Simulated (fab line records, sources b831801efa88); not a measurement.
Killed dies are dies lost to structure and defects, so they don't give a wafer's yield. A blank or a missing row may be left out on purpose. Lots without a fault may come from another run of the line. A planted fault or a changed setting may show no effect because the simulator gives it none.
fab line records | flow sky130
record lots=24 wafers=72 last_day=50
route steps=708 shown LI_CONTACT@363 CONTACT@411 METAL1@435 VIA1@461
lots that met no fault: from a run of the same line without faults
start_h: hours from the record's first day to the start of the lot's first wafer shown | wait_h: hours since the lot's step before | " the same as in the row above | L1.1+2: a row that stands for several wafers | - no value, or no start given | * or withheld: withheld | < > ~ a bound
route shown NAME@n: a module of which the file shows steps, and the number in the route of the first | usual: mean/standard deviation of fault-free wafers | same: alike in all rows | chamber/n: place in a boat | sites: the reading at each site | _std_site: their standard deviation | _edge_site: outer sites' mean less inner sites' | radius_mm: how far each site lies from the wafer's centre | mask NAME#n: copy n | behind: the tool/chamber that last shaped the wafer | hold: why the lot was held/for how many hours/how that ended | device: the transistor (n, p or np) that didn't switch | end of line: the same wafers' tests at the end of the route | a step without rows: its recipe alone | killed: dies lost to structure and defects at the first sort, not the wafer's yield | map: a wafer's dies, x killed, . not, _ none there
set.NAME: the setting as run; set.NAME@STEP: as run at that earlier step | model.NAME: the simulator's own value behind a step, which no gauge read
steps of the route over a sample of lots; a table a step, a row a wafer
services: from which hour (start_h, from the record's first day; less than 0 if before it) a tool's chamber was out of use, for how many hours, and why
## steps
# step SKY_LI_CONTACT_THK_MEAS_01
# recipe reads=PSG_of_LI_CONTACT_HDPCVD_00
# usual LI_CONTACT_HDPCVD_THK=933/10
# columns lot.wafer tool chamber start_h wait_h LI_CONTACT_HDPCVD_THK[nm]
L074.1 film_metro-02 - 634.00 0.1 941
L074.4 " - " " 942
L074.5 " - " " 926
L075.4 film_metro-01 - 636.08 0.1 935
L075.5 " - " " 918
L075.6 " - " " 936
L076.2 film_metro-02 - 651.39 0.1 913
L076.4 " - " " 924
L076.6 " - " " 932
L077.2 film_metro-04 - 658.37 0.1 932
L077.3 " - " " 929
L077.4 " - " " 936
L078.1 film_metro-01 - 664.33 0.1 931
L078.2 " - " " 921
L078.6 " - " " 919
L079.1 film_metro-02 - 685.20 0.1 937
L079.3 " - " " 934
L079.6 " - " " 931
L080.1 film_metro-02 - 694.02 0.1 934
L080.3 " - " " 939
L080.4 " - " " 926
L081.2 film_metro-01 - 696.93 0.1 944
L081.3 " - " " 938
L081.6 " - " " 925
L082.1 film_metro-02 - 709.76 0.1 938
L082.2 " - " " 930
L082.3 " - " " 924
L083.1 film_metro-04 - 711.65 0.1 933
L083.3 " - " " 940
L083.6 " - " " 937
L084.1 film_metro-02 - 728.11 0.1 924
L084.3 " - " " 941
L084.6 " - " " 923
L086.2 film_metro-01 - 735.03 0.1 950
L086.3 " - " " 944
L086.5 " - " " 951
L085.1 film_metro-01 - 739.29 0.1 940
L085.5 " - " " 930
L085.6 " - " " 925
L087.1 film_metro-04 - 747.66 0.1 922
L087.4 " - " " 948
L087.6 " - " " 941
L088.4 film_metro-04 - 760.48 0.0 966
L088.5 " - " " 953
L088.6 " - " " 950
L089.1 film_metro-02 - 763.23 0.1 917
L089.3 " - " " 911
L089.6 " - " " 940
L090.1 film_metro-04 - 769.08 0.1 944
L090.2 " - " " 937
L090.5 " - " " 940
L091.1 film_metro-04 - 776.45 0.1 950
L091.3 " - " " 935
L091.6 " - " " 933
L092.2 film_metro-04 - 784.52 0.1 953
L092.4 " - " " 933
L092.6 " - " " 924
L093.2 film_metro-02 - 833.63 0.1 934
L093.4 " - " " 931
L093.6 " - " " 932
L097.1 film_metro-01 - 834.56 0.1 925
L097.5 " - " " 926
L097.6 " - " " 932
L094.2 film_metro-02 - 838.05 0.1 921
L094.3 " - " " 922
L094.4 " - " " 915
L096.1 film_metro-04 - 838.80 0.1 937
L096.2 " - " " 916
L096.5 " - " " 927
L095.1 film_metro-04 - 841.46 0.1 928
L095.3 " - " " 936
L095.5 " - " " 935
# step SKY_CONTACT_BOW_MEAS_05
# recipe mode=bow
# usual CONTACT_BOW=81/6.5
# columns lot.wafer tool chamber start_h wait_h CONTACT_BOW[um]
L074.1 film_metro-03 - 695.13 0.2 69
L074.4 " - " " 76
L074.5 " - " " 79
L075.4 film_metro-02 - 697.64 0.3 80
L075.5 " - " " 79
L075.6 " - " " 95
L076.2 film_metro-02 - 711.48 0.2 89
L076.4 " - " " 84
L076.6 " - " " 88
L077.2 film_metro-03 - 718.20 0.3 69
L077.3 " - " " 84
L077.4 " - " " 77
L078.1 film_metro-04 - 725.30 0.1 85
L078.2 " - " " 75
L078.6 " - " " 81
L079.1 film_metro-03 - 743.90 0.2 87
L079.3 " - " " 86
L079.6 " - " " 87
L080.1 film_metro-02 - 751.98 0.1 83
L080.3 " - " " 77
L080.4 " - " " 88
L081.2 film_metro-03 - 754.07 0.2 75
L081.3 " - " " 73
L081.6 " - " " 75
L082.1 film_metro-02 - 767.70 0.1 80
L082.2 " - " " 80
L082.3 " - " " 76
L083.1 film_metro-04 - 769.86 0.2 92
L083.3 " - " " 90
L083.6 " - " " 79
L084.1 film_metro-04 - 785.38 0.1 83
L084.3 " - " " 79
L084.6 " - " " 76
L086.2 film_metro-04 - 792.88 0.2 82
L086.3 " - " " 80
L086.5 " - " " 89
L085.1 film_metro-03 - 796.41 0.2 83
L085.5 " - " " 87
L085.6 " - " " 81
L087.1 film_metro-03 - 805.36 0.2 82
L087.4 " - " " 82
L087.6 " - " " 84
L088.4 film_metro-02 - 816.81 0.3 74
L088.5 " - " " 79
L088.6 " - " " 82
L089.1 film_metro-02 - 819.03 0.1 80
L089.3 " - " " 75
L089.6 " - " " 91
L090.1 film_metro-02 - 826.13 0.2 86
L090.2 " - " " 82
L090.5 " - " " 79
L091.1 film_metro-04 - 831.60 0.1 74
L091.3 " - " " 81
L091.6 " - " " 84
L092.2 film_metro-03 - 840.91 0.3 66
L092.4 " - " " 74
L092.6 " - " " 82
L093.2 film_metro-03 - 889.99 0.2 81
L093.4 " - " " 79
L093.6 " - " " 90
L097.1 film_metro-04 - 890.27 0.1 76
L097.5 " - " " 76
L097.6 " - " " 77
L094.2 film_metro-02 - 892.87 0.1 72
L094.3 " - " " 76
L094.4 " - " " 82
L096.1 film_metro-03 - 894.50 0.2 85
L096.2 " - " " 88
L096.5 " - " " 80
L095.1 film_metro-02 - 896.87 0.1 90
L095.3 " - " " 90
L095.5 " - " " 84
# step SKY_CONTACT_STRIP_19
# recipe chemistry=O2/N2 power_w=1400 pressure_mtorr=1500 platen_temp_c=withheld o2_flow_sccm=3000 n2_flow_sccm=300 overash_fraction=0.5
# usual drypump_motor_current_A=5.5/0.39 oes_product_au=0.379/0.005 strip_time_to_endpoint_s=3.600/0.026
# columns lot.wafer tool chamber start_h wait_h drypump_motor_current_A oes_product_au rf_hours_counter_h strip_time_to_endpoint_s
L074.1 plasma_asher-04 1 722.46 - 5.8 0.379 101 3.560
L074.4 " 1 " " 5.8 0.368 - 3.587
L074.5 " 0 " " 6.0 0.373 - 3.574
L075.4 plasma_asher-04 1 725.30 - 5.8 0.378 - 3.604
L075.5 " 0 " " 6.0 0.374 - 3.590
L075.6 " 1 " " 5.8 0.388 - 3.592
L076.2 plasma_asher-03 1 738.60 - 5.7 0.366 30 3.591
L076.4 " 0 " " 5.1 0.382 - 3.587
L076.6 " 0 " " 5.1 0.376 - 3.597
L077.2 plasma_asher-03 0 745.90 - 5.1 0.379 31 3.600
L077.3 " 1 " " 5.7 0.379 - 3.584
L077.4 " 0 " " 5.1 0.378 - 3.571
L078.1 plasma_asher-01 0 752.80 - 5.0 0.379 63 3.601
L078.2 " 1 " " 5.8 0.381 63 3.605
L078.6 " 0 " " 5.0 0.371 - 3.594
L079.1 plasma_asher-01 1 771.75 - 5.8 0.380 65 3.593
L079.3 " 0 " " 5.0 0.386 - 3.590
L079.6 " 0 " " 5.0 0.380 - 3.602
L080.1 plasma_asher-03 1 779.57 - 5.7 0.379 34 3.614
L080.3 " 0 " " 5.1 0.372 - 3.580
L080.4 " 1 " " 5.7 0.375 - 3.615
L081.2 plasma_asher-01 1 781.12 - 5.8 0.378 67 3.627
L081.3 " 0 " " 5.0 0.376 - 3.620
L081.6 " 0 " " 5.0 0.379 - 3.622
L082.1 plasma_asher-01 0 794.70 - 4.9 0.381 68 3.667
L082.2 " 1 " " 5.7 0.388 68 3.590
L082.3 " 0 " " 5.0 0.384 - 3.622
L083.1 plasma_asher-03 0 797.05 - 5.0 0.374 36 3.616
L083.3 " 0 " " 5.0 0.377 - 3.604
L083.6 " 0 " " 5.0 0.386 - 3.586
L084.1 plasma_asher-04 0 812.10 - 6.0 0.384 3 3.604
L084.3 " 1 " " 5.8 0.388 - 3.646
L084.6 " 1 " " 5.8 0.380 - 3.624
L086.2 plasma_asher-01 1 819.35 - 5.8 0.374 71 3.603
L086.3 " 0 " " 5.0 0.380 - 3.567
L086.5 " 1 " " 5.8 0.380 - 3.575
L085.1 plasma_asher-03 1 823.25 - 5.7 0.377 39 3.582
L085.5 " 0 " " 5.1 0.376 - 3.581
L085.6 " 1 " " 5.7 0.379 - 3.596
L087.1 plasma_asher-01 1 832.05 - 5.8 0.387 72 3.623
L087.4 " 1 " " 5.8 0.379 - 3.604
L087.6 " 0 " " 5.0 0.392 - 3.655
L088.4 plasma_asher-04 0 843.03 - 6.0 0.372 - 3.586
L088.5 " 1 " " 5.8 0.384 - 3.621
L088.6 " 0 " " 6.0 0.381 - 3.629
L089.1 plasma_asher-03 1 845.80 - 5.7 0.378 41 3.624
L089.3 " 1 " " 5.7 0.381 - 3.564
L089.6 " 0 " " 5.1 0.371 - 3.618
L090.1 plasma_asher-04 0 853.00 - 6.0 0.368 7 3.605
L090.2 " 1 " " 5.7 0.379 7 3.599
L090.5 " 1 " " 5.7 0.381 - 3.623
L091.1 plasma_asher-04 0 858.87 - 6.0 0.378 7 3.600
L091.3 " 0 " " 6.0 0.377 - 3.656
L091.6 " 0 " " 6.0 0.386 - 3.589
L092.2 plasma_asher-03 1 868.25 - 5.7 0.382 44 3.580
L092.4 " 1 " " 5.7 0.379 - 3.607
L092.6 " 1 " " 5.7 0.379 - 3.596
L093.2 plasma_asher-03 0 915.55 - 5.0 0.380 49 3.620
L093.4 " 1 " " 5.7 0.383 - 3.584
L093.6 " 1 " " 5.7 0.383 - 3.631
L097.1 plasma_asher-04 1 916.07 - 5.8 0.378 12 3.645
L097.5 " 1 " " 5.8 0.387 - 3.645
L097.6 " 0 " " 6.0 0.384 - 3.637
L094.2 plasma_asher-03 0 918.00 - 5.1 0.391 49 3.611
L094.3 " 1 " " 5.7 0.383 - 3.566
L094.4 " 0 " " 5.1 0.379 - 3.624
L096.1 plasma_asher-03 1 919.45 - 5.7 0.372 49 3.627
L096.2 " 0 " " 5.0 0.385 49 3.642
L096.5 " 0 " " 5.0 0.376 - 3.601
L095.1 plasma_asher-01 1 921.75 - 5.8 0.380 81 3.611
L095.3 " 0 " " 5.0 0.380 - 3.566
L095.5 " 1 " " 5.8 0.376 - 3.582
# step SKY_METAL1_SPUTTER_01
# recipe material=TiN target_thk_nm=20 power_w=6500 time_s=16.7 chamber_pressure_pa=0.4
# usual throttle_valve_pct=30.2/1.1
# columns lot.wafer tool chamber start_h wait_h throttle_valve_pct
L074.1 pvd_sputter-02 - 723.74 0.0 29.6
L074.4 " - " " 30.0
L074.5 " - " " 29.7
L075.4 pvd_sputter-02 - 726.56 0.0 31.1
L075.5 " - " " 29.8
L075.6 " - " " 28.1
L076.2 pvd_sputter-01 - 739.87 0.0 31.1
L076.4 " - " " 31.2
L076.6 " - " " 31.0
L077.2 pvd_sputter-02 - 747.21 0.0 29.9
L077.3 " - " " 28.0
L077.4 " - " " 29.9
L078.1 pvd_sputter-01 - 754.11 0.0 30.9
L078.2 " - " " 30.8
L078.6 " - " " 31.0
L079.1 pvd_sputter-03 - 773.05 0.0 31.4
L079.3 " - " " 29.0
L079.6 " - " " 30.8
L080.1 pvd_sputter-02 - 780.99 0.0 29.8
L080.3 " - " " 29.7
L080.4 " - " " 31.1
L081.2 pvd_sputter-01 - 782.39 0.0 31.1
L081.3 " - " " 30.9
L081.6 " - " " 30.9
L082.1 pvd_sputter-02 - 795.97 0.0 29.8
L082.2 " - " " 31.1
L082.3 " - " " 29.9
L083.1 pvd_sputter-01 - 798.61 0.0 29.9
L083.3 " - " " 31.0
L083.6 " - " " 29.8
L084.1 pvd_sputter-01 - 813.41 0.0 29.9
L084.3 " - " " 30.9
L084.6 " - " " 29.8
L086.2 pvd_sputter-02 - 820.62 0.0 29.8
L086.3 " - " " 31.4
L086.5 " - " " 31.3
L085.1 pvd_sputter-03 - 824.78 0.0 28.8
L085.5 " - " " 29.6
L085.6 " - " " 31.9
L087.1 pvd_sputter-02 - 833.40 0.0 31.3
L087.4 " - " " 29.7
L087.6 " - " " 29.8
L088.4 pvd_sputter-01 - 844.31 0.0 30.9
L088.5 " - " " 31.0
L088.6 " - " " 30.8
L089.1 pvd_sputter-03 - 847.09 0.0 29.6
L089.3 " - " " 31.9
L089.6 " - " " 29.7
L090.1 pvd_sputter-02 - 854.31 0.0 31.2
L090.2 " - " " 29.8
L090.5 " - " " 30.0
L091.1 pvd_sputter-03 - 860.25 0.0 32.2
L091.3 " - " " 29.6
L091.6 " - " " 28.8
L092.2 pvd_sputter-02 - 869.51 0.0 31.2
L092.4 " - " " 29.9
L092.6 " - " " 28.1
L093.2 pvd_sputter-02 - 916.85 0.0 29.4
L093.4 " - " " 27.9
L093.6 " - " " 31.2
L097.1 pvd_sputter-01 - 917.37 0.0 30.9
L097.5 " - " " 30.2
L097.6 " - " " 30.9
L094.2 pvd_sputter-01 - 919.49 0.0 31.1
L094.3 " - " " 29.9
L094.4 " - " " 30.9
L096.1 pvd_sputter-01 - 920.73 0.0 31.2
L096.2 " - " " 30.9
L096.5 " - " " 30.1
L095.1 pvd_sputter-01 - 923.02 0.0 29.9
L095.3 " - " " 31.3
L095.5 " - " " 30.7
# step SKY_METAL1_ETCH_18
# recipe chemistry=N2/H2 target=BARC ion_energy_ev=200 bias_w=100 pressure_mtorr=30 n2_flow_sccm=100 h2_flow_sccm=200 icp_w=500 stop_on=SiO2 time_s=45.9 target_depth_a=600
# usual drypump_motor_current_A=5.6/0.58 oes_product_au=0.855/0.0047 throttle_valve_pct=13.226/0.0092
# columns lot.wafer tool chamber start_h wait_h drypump_motor_current_A oes_product_au rf_hours_counter_h throttle_valve_pct
L074.1 rie_metal-02 0 751.26 0.0 6.5 0.853 6 13.221
L074.4 " 1 " " 5.8 0.847 - 13.227
L074.5 " 1 " " 5.8 0.858 - 13.237
L075.4 rie_metal-04 1 754.60 0.0 5.2 0.851 - 13.223
L075.5 " 0 " " 5.0 0.858 - 13.239
L075.6 " 1 " " 5.2 0.856 - 13.242
L076.2 rie_metal-04 0 767.78 0.0 5.0 0.858 8 13.231
L076.4 " 0 " " 5.0 0.860 - 13.219
L076.6 " 1 " " 5.2 0.861 - 13.230
L077.2 rie_metal-02 0 775.61 0.0 6.5 0.855 7 13.224
L077.3 " 1 " " 5.8 0.853 - 13.235
L077.4 " 0 " " 6.5 0.856 - 13.248
L078.1 rie_metal-04 0 781.13 0.0 5.0 0.852 8 13.208
L078.2 " 1 " " 5.2 0.857 9 13.217
L078.6 " 0 " " 5.0 0.851 - 13.226
L079.1 rie_metal-03 0 800.48 0.0 5.1 0.852 0 13.232
L079.3 " 0 " " 5.1 0.851 - 13.240
L079.6 " 0 " " 5.2 0.854 - 13.214
L080.1 rie_metal-03 1 807.45 0.0 6.2 0.854 8 13.222
L080.3 " 1 " " 6.2 0.849 - 13.232
L080.4 " 0 " " 5.1 0.853 - 13.226
L081.2 rie_metal-03 0 809.58 0.0 5.1 0.857 1 13.219
L081.3 " 0 " " 5.1 0.860 - 13.236
L081.6 " 0 " " 5.1 0.856 - 13.233
L082.1 rie_metal-02 0 822.88 0.0 6.5 0.854 9 13.225
L082.2 " 1 " " 5.8 0.845 10 13.237
L082.3 " 0 " " 6.4 0.851 - 13.245
L083.1 rie_metal-02 1 825.88 0.0 5.8 0.864 10 13.235
L083.3 " 1 " " 5.8 0.855 - 13.228
L083.6 " 0 " " 6.5 0.845 - 13.211
L084.1 rie_metal-04 0 840.68 0.0 5.0 0.858 10 13.213
L084.3 " 0 " " 5.0 0.856 - 13.244
L084.6 " 0 " " 5.0 0.859 - 13.230
L086.2 rie_metal-04 1 848.23 0.0 5.2 0.857 12 13.232
L086.3 " 0 " " 5.0 0.860 - 13.251
L086.5 " 0 " " 5.0 0.844 - 13.237
L085.1 rie_metal-02 0 850.88 0.1 6.5 0.851 10 13.237
L085.5 " 0 " " 6.5 0.850 - 13.226
L085.6 " 0 " " 6.5 0.854 - 13.213
L087.1 rie_metal-04 1 860.23 0.0 5.2 0.857 12 13.222
L087.4 " 0 " " 5.0 0.846 - 13.218
L087.6 " 1 " " 5.2 0.854 - 13.225
L088.4 rie_metal-04 1 871.67 0.0 5.2 0.854 - 13.219
L088.5 " 0 " " 5.0 0.848 - 13.215
L088.6 " 1 " " 5.2 0.855 - 13.220
L089.1 rie_metal-02 0 873.50 0.0 6.5 0.855 11 13.215
L089.3 " 0 " " 6.5 0.850 - 13.215
L089.6 " 0 " " 6.5 0.858 - 13.226
L090.1 rie_metal-04 1 880.72 0.0 5.2 0.853 13 13.231
L090.2 " 0 " " 4.9 0.866 12 13.225
L090.5 " 1 " " 5.2 0.864 - 13.222
L091.1 rie_metal-03 1 885.75 0.0 6.2 0.857 12 13.222
L091.3 " 0 " " 5.1 0.855 - 13.224
L091.6 " 0 " " 5.1 0.863 - 13.218
L092.2 rie_metal-04 1 895.13 0.0 5.2 0.857 14 13.222
L092.4 " 0 " " 4.9 0.855 - 13.229
L092.6 " 0 " " 5.0 0.858 - 13.223
L093.2 rie_metal-02 0 943.06 0.0 6.5 0.849 14 13.240
L093.4 " 1 " " 5.8 0.856 - 13.221
L093.6 " 1 " " 5.8 0.855 - 13.204
L097.1 rie_metal-03 0 943.13 0.0 5.2 0.858 7 13.220
L097.5 " 0 " " 5.1 0.848 - 13.211
L097.6 " 1 " " 6.2 0.866 - 13.228
L094.2 rie_metal-04 1 945.25 0.0 5.2 0.853 16 13.221
L094.3 " 0 " " 5.0 0.856 - 13.209
L094.4 " 1 " " 5.2 0.855 - 13.222
L096.1 rie_metal-03 1 946.12 0.0 6.2 0.852 15 13.232
L096.2 " 0 " " 5.1 0.855 7 13.214
L096.5 " 1 " " 6.2 0.852 - 13.209
L095.1 rie_metal-02 1 948.37 0.0 5.8 0.860 15 13.228
L095.3 " 1 " " 5.8 0.844 - 13.239
L095.5 " 1 " " 5.8 0.851 - 13.218
# step SKY_VIA1_BOW_MEAS_03
# recipe mode=bow
# usual VIA1_BOW=80/6.7
# columns lot.wafer tool chamber start_h wait_h VIA1_BOW[um]
L074.1 film_metro-02 - 752.52 0.1 71
L074.4 " - " " 77
L074.5 " - " " 81
L075.4 film_metro-01 - 755.89 0.3 81
L075.5 " - " " 78
L075.6 " - " " 95
L076.2 film_metro-01 - 769.01 0.3 86
L076.4 " - " " 83
L076.6 " - " " 86
L077.2 film_metro-04 - 776.89 0.3 70
L077.3 " - " " 85
L077.4 " - " " 78
L078.1 film_metro-02 - 782.38 0.2 88
L078.2 " - " " 77
L078.6 " - " " 83
L079.1 film_metro-04 - 801.70 0.2 86
L079.3 " - " " 85
L079.6 " - " " 86
L080.1 film_metro-01 - 808.67 0.1 81
L080.3 " - " " 77
L080.4 " - " " 88
L081.2 film_metro-01 - 810.85 0.3 73
L081.3 " - " " 69
L081.6 " - " " 71
L082.1 film_metro-01 - 824.14 0.1 81
L082.2 " - " " 79
L082.3 " - " " 75
L083.1 film_metro-01 - 827.13 0.1 93
L083.3 " - " " 92
L083.6 " - " " 81
L084.1 film_metro-02 - 842.09 0.2 85
L084.3 " - " " 81
L084.6 " - " " 78
L086.2 film_metro-02 - 849.55 0.1 86
L086.3 " - " " 83
L086.5 " - " " 92
L085.1 film_metro-02 - 852.25 0.1 82
L085.5 " - " " 86
L085.6 " - " " 79
L087.1 film_metro-02 - 861.46 0.1 77
L087.4 " - " " 77
L087.6 " - " " 79
L088.4 film_metro-04 - 872.93 0.2 73
L088.5 " - " " 76
L088.6 " - " " 79
L089.1 film_metro-04 - 874.72 0.2 75
L089.3 " - " " 71
L089.6 " - " " 87
L090.1 film_metro-01 - 882.23 0.2 83
L090.2 " - " " 81
L090.5 " - " " 78
L091.1 film_metro-02 - 888.47 0.1 71
L091.3 " - " " 79
L091.6 " - " " 83
L092.2 film_metro-04 - 896.59 0.1 65
L092.4 " - " " 72
L092.6 " - " " 79
L093.2 film_metro-04 - 944.71 0.1 80
L093.4 " - " " 78
L093.6 " - " " 89
L097.1 film_metro-04 - 944.99 0.2 74
L097.5 " - " " 78
L097.6 " - " " 77
L094.2 film_metro-01 - 946.50 0.2 71
L094.3 " - " " 73
L094.4 " - " " 78
L096.1 film_metro-02 - 947.37 0.2 84
L096.2 " - " " 85
L096.5 " - " " 78
L095.1 film_metro-01 - 949.68 0.1 90
L095.3 " - " " 89
L095.5 " - " " 84
## services
# columns tool chamber start_h hours kind
rie_metal-04 - 731.51 1.1 repair
plasma_asher-04 - 733.75 9.0 pm
plasma_asher-01 - 735.04 12.5 repair
plasma_asher-04 - 747.99 0.4 repair
plasma_asher-03 - 759.09 3.2 repair
plasma_asher-03 - 761.36 3.7 repair
plasma_asher-04 - 764.22 29.1 pm
plasma_asher-04 - 793.30 14.6 pm
pvd_sputter-02 - 807.03 6.9 repair
plasma_asher-03 - 810.93 2.8 pm
rie_metal-04 1 827.84 1.5 repair
rie_metal-02 1 834.38 17.2 repair
plasma_asher-04 - 874.93 2.8 pm
plasma_asher-01 - 878.16 2.8 repair
plasma_asher-04 - 886.86 0.9 repair
plasma_asher-04 - 887.14 0.8 repair
rie_metal-04 - 891.06 0.9 repair
plasma_asher-04 - 896.30 5.5 repair
pvd_sputter-02 - 917.59 2.4 repair
pvd_sputter-01 - 932.81 21.8 repair
plasma_asher-04 - 936.10 0.7 repair
rie_metal-04 1 937.84 4.0 repair
pvd_sputter-01 - 939.83 9.2 repair
rie_metal-04 - 943.20 1.4 pm
## key
fault none
